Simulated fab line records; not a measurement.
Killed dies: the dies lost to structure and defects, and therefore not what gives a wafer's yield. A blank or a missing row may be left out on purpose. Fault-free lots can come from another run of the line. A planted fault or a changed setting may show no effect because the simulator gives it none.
Chamber matching | flow sky130 | SKY_CONTACT_CMP_04 on cmp-02 has 4 sister chambers
The step polishes SiO2. 8 wafers are shown with their chamber, then 7 later ones without.

EACH WAFER AND ITS CHAMBER
wafer  | chamber | motor-current-A (A) | time-to-endpoint-s (s)
L668.2 | 3       | 11.1                | 83
L668.3 | 1       | 14.6                | 76
L669.1 | 2       | 11.9                | 87
L669.5 | 1       | 14.1                | 78
L669.6 | 0       | 12.5                | 79
L670.1 | 3       | 11.2                | 91
L670.3 | 0       | 11.4                | 83
L670.4 | 2       | 11.2                | 89

WAFERS WITHOUT THEIR CHAMBER
wafer  | motor-current-A (A) | time-to-endpoint-s (s)
L671.1 | 12.4                | 78
L671.4 | 11.1                | 86
L671.6 | 14.2                | 80
L673.3 | 11.2                | 80
L673.4 | 12.3                | 75
L673.5 | 14.2                | 76
L681.1 | 10.8                | 80

WHICH CHAMBER EACH ONE RAN IN
wafer  | from the rows above          | in truth
L671.1 | 0                            | 0
L671.4 | can't be placed: 3 or 2 or 0 | 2
L671.6 | 1                            | 1
L673.3 | can't be placed: 0 or 3 or 2 | 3
L673.4 | 0                            | 0
L673.5 | 1                            | 1
L681.1 | can't be placed: 3 or 0 or 2 | 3
Placed correctly: 4 of 7. Cannot be placed on the basis of these rows: 3; the candidates contain the true chamber in 3. 0 placed wrongly.
How it was worked out, from the rows above alone: a wafer's distance from a chamber is the root of the sum, over the readings, of the square of ((its reading less the chamber's mean) divided by the reading's scatter). If the next closest chamber is less than 2 further off than the closest, the wafer can't be placed; otherwise it belongs to the closest. The mean given for a chamber averages the wafers shown for that chamber. The scatter: the root of (the sum of the squares of (reading less its chamber's mean) over the shown wafers, divided by (wafers less chambers)).
